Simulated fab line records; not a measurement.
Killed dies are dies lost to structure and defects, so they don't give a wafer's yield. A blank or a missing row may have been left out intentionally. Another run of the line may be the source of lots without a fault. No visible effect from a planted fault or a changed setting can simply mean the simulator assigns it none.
What tool caused it? ; flow gf180mcu ; Sampling: 24 lots, 72 wafers, 4 of 602 route steps

WHAT THE GAUGES SHOWED, per wafer
GF_STI_BOW_MEAS_00.
lot;measured;on;INCOMING_BOW (um)
L074;day 1 10:00;film_metro-03;8 -1 -20
L075;day 1 15:00;film_metro-01;1 15 3
L076;day 1 20:00;film_metro-03;0 -8 4
L077;day 2 01:01;film_metro-03;11 10 1
L078;day 2 06:03;film_metro-01;-1 0 -8
L079;day 2 11:01;film_metro-02;2 -1 -2
L080;day 2 16:00;film_metro-02;2 1 -5
L081;day 2 21:01;film_metro-02;12 -3 7
L082;day 3 02:00;film_metro-02;0 -1 -3
L083;day 3 07:01;film_metro-03;-2 -8 -6
L084;day 3 12:00;film_metro-02;7 -8 2
L085;day 3 17:02;film_metro-01;2 -5 8
L086;day 3 22:01;film_metro-03;-4 0 -12
L087;day 4 03:01;film_metro-01;-3 0 -1
L088;day 4 08:00;film_metro-01;5 1 -8
L089;day 4 13:00;film_metro-02;5 1 -10
L090;day 4 18:01;film_metro-02;16 -9 -16
L091;day 4 23:00;film_metro-02;13 -2 9
L092;day 5 04:04;film_metro-03;0 -14 4
L093;day 5 09:01;film_metro-03;-4 -5 -3
L094;day 5 14:01;film_metro-03;-2 9 -1
L095;day 5 19:01;film_metro-02;4 6 6
L096;day 6 00:04;film_metro-02;-5 5 8
L097;day 6 05:02;film_metro-01;-5 -7 4

GF_STI_THK_MEAS_02.
lot;measured;on;STI_OXIDATION_THK (nm)
L074;day 1 11:31;film_metro-02;10.04 10.10 10.27
L075;day 1 16:31;film_metro-02;10.21 10.18 10.38
L076;day 1 22:31;film_metro-01;10.50 10.40 10.31
L077;day 2 03:20;film_metro-03;10.40 10.45 10.53
L078;day 2 08:19;film_metro-03;10.40 10.31 10.31
L079;day 2 12:49;film_metro-02;10.59 10.56 10.54
L080;day 2 17:49;film_metro-03;10.43 10.60 10.23
L081;day 2 22:31;film_metro-01;10.69 10.61 10.78
L082;day 3 05:20;film_metro-02;10.52 10.47 10.36
L083;day 3 08:31;film_metro-03;10.50 10.40 10.27
L084;day 3 13:31;film_metro-01;10.36 10.34 10.25
L085;day 3 18:44;film_metro-03;10.38 10.37 10.47
L086;day 3 23:31;film_metro-01;10.39 10.43 10.55
L087;day 4 04:31;film_metro-02;10.21 10.29 10.18
L088;day 4 09:31;film_metro-03;10.32 9.99 10.18
L089;day 4 14:40;film_metro-01;10.09 10.23 10.21
L090;day 4 19:58;film_metro-03;10.44 10.61 10.45
L091;day 5 00:31;film_metro-02;10.06 9.88 10.07
L092;day 5 05:32;film_metro-01;10.59 10.44 10.51
L093;day 5 10:31;film_metro-03;10.35 10.55 10.55
L094;day 5 15:31;film_metro-01;10.39 10.49 10.41
L095;day 5 20:36;film_metro-02;10.74 10.61 10.78
L096;day 6 01:32;film_metro-01;9.86 10.02 10.01
L097;day 6 06:32;film_metro-03;10.82 10.89 10.70

GF_CONTACT_CD_MEAS_14: the cd target is 220 nm.
lot;measured;on;cd_nm (nm)
L074;day 17 23:00;cd_sem-01;220.0 222.3 219.7
L075;day 18 11:12;cd_sem-02;221.7 221.5 220.6
L076;day 18 15:30;cd_sem-01;219.1 220.2 219.8
L077;day 19 05:10;cd_sem-02;220.2 222.2 221.4
L078;day 19 17:01;cd_sem-01;219.0 219.4 220.1
L079;day 20 05:41;cd_sem-01;218.6 218.8 219.2
L080;day 20 07:06;cd_sem-01;221.4 221.0 220.2
L081;day 20 14:25;cd_sem-02;217.8 218.4 217.6
L082;day 20 23:00;cd_sem-02;219.6 219.7 222.3
L083;day 21 05:22;cd_sem-01;220.5 217.5 219.5
L084;day 21 11:54;cd_sem-01;221.6 221.9 222.0
L085;day 21 18:02;cd_sem-02;221.8 221.4 219.7
L086;day 22 10:02;cd_sem-01;218.2 219.1 218.8
L087;day 22 14:46;cd_sem-02;219.6 219.5 220.2
L088;day 22 22:30;cd_sem-01;218.7 218.3 218.7
L089;day 23 02:19;cd_sem-01;218.1 218.7 219.8
L090;day 23 13:25;cd_sem-01;222.5 221.3 220.8
L091;day 23 23:19;cd_sem-02;219.0 220.3 218.1
L092;day 24 07:25;cd_sem-02;223.2 223.3 224.2
L093;day 24 08:41;cd_sem-02;218.4 217.9 219.2
L094;day 24 15:52;cd_sem-02;218.2 219.1 218.7
L095;day 24 23:10;cd_sem-01;219.6 218.7 219.6
L096;day 25 07:52;cd_sem-01;219.8 222.7 221.5
L097;day 25 07:52;cd_sem-02;223.2 220.9 223.5

WHICH TOOL RAN EACH LOT (tool, then ch and the chambers of the sampled wafers, then the start)
lot;GF_STI_ETCH_14
L074;rie_si-02 ch 0,1,3, day 2 03:08
L075;rie_si-02 ch 0,1,2, day 2 09:34
L076;rie_si-02 ch 0,1,3, day 2 14:37
L077;rie_si-01 ch 2,3, day 2 19:13
L078;rie_si-02 ch 0,2,3, day 3 01:04
L079;rie_si-01 ch 0,1,3, day 3 06:25
L080;rie_si-02 ch 0,2,3, day 3 10:04
L081;rie_si-02 ch 0,3, day 3 15:58
L082;rie_si-02 ch 0,1,2, day 3 22:49
L083;rie_si-01 ch 0,1, day 4 01:52
L084;rie_si-01 ch 2,3, day 4 07:28
L085;rie_si-01 ch 1,3, day 4 13:13
L086;rie_si-01 ch 0,2,3, day 4 17:58
L087;rie_si-01 ch 0,2,3, day 4 22:55
L088;rie_si-01 ch 0,1,2, day 5 04:58
L089;rie_si-02 ch 0,1,2, day 5 09:25
L090;rie_si-02 ch 0,1, day 5 14:19
L091;rie_si-01 ch 0,1, day 5 19:55
L092;rie_si-01 ch 0,1, day 6 00:34
L093;rie_si-01 ch 0,3, day 6 06:19
L094;rie_si-01 ch 0,1,2, day 6 11:37
L095;rie_si-02 ch 0,1, day 6 16:25
L096;rie_si-02 ch 1,2,3, day 6 22:01
L097;rie_si-01 ch 1,3, day 7 02:49
- GF_STI_ETCH_14: etches Si in HBr/Cl2/O2, target depth 360 nm, time 102.9 s.

WHAT THE TOOLS THEMSELVES READ (means of the sampled wafers that have a number; where no wafer has one, the mark that the record gives instead)
GF_STI_ETCH_14.
lot;tool;drypump_motor_current_A (A);oes_product_au (a.u.);throttle_valve_pct (%)
L074;rie_si-02;5.6;1.005;25.660
L075;rie_si-02;5.9;0.999;25.672
L076;rie_si-02;5.7;0.992;25.654
L077;rie_si-01;5.2;0.983;25.672
L078;rie_si-02;6.1;0.995;25.662
L079;rie_si-01;5.1;0.995;25.659
L080;rie_si-02;6.1;0.997;25.660
L081;rie_si-02;5.8;0.990;25.660
L082;rie_si-02;5.9;0.995;25.651
L083;rie_si-01;5.2;0.999;25.657
L084;rie_si-01;5.2;0.989;25.676
L085;rie_si-01;5.2;0.991;25.674
L086;rie_si-01;5.1;0.992;25.652
L087;rie_si-01;5.1;0.998;25.652
L088;rie_si-01;5.1;0.995;25.656
L089;rie_si-02;5.9;0.999;25.650
L090;rie_si-02;5.5;1.011;25.651
L091;rie_si-01;5.1;0.998;25.652
L092;rie_si-01;5.0;0.999;25.657
L093;rie_si-01;5.0;1.002;25.655
L094;rie_si-01;5.1;0.998;25.656
L095;rie_si-02;5.8;0.999;25.652
L096;rie_si-02;5.9;0.988;25.672
L097;rie_si-01;5.2;0.993;25.666

THE ANSWER, worked out from the rows above alone
Rule: the usual values come from the lots themselves. Put in order of their means at a reading, lots are off if they are a third of the lots or fewer, leave a main group of 4 or more, and stand apart from it by a gap of 3 or more times the standard deviation of the main group's means; of several such gaps the widest counts. The tables above print the reading to a certain number of digits; a main group whose means all agree to those digits is not used. Also off: a lot with no number at a reading for which 4 or more lots have one. All remaining lots with rows at the step are treated as sound. Order of review: gauges by route order, followed by the tools' own readings, for which a lot's mean as printed above is used. At the first step where some lot is off, the reading lying furthest off is the one used; lots without a number count as furthest.
Nothing can be told from this: no lot is off at any reading shown.

WHAT THE SIMULATOR PUT IN
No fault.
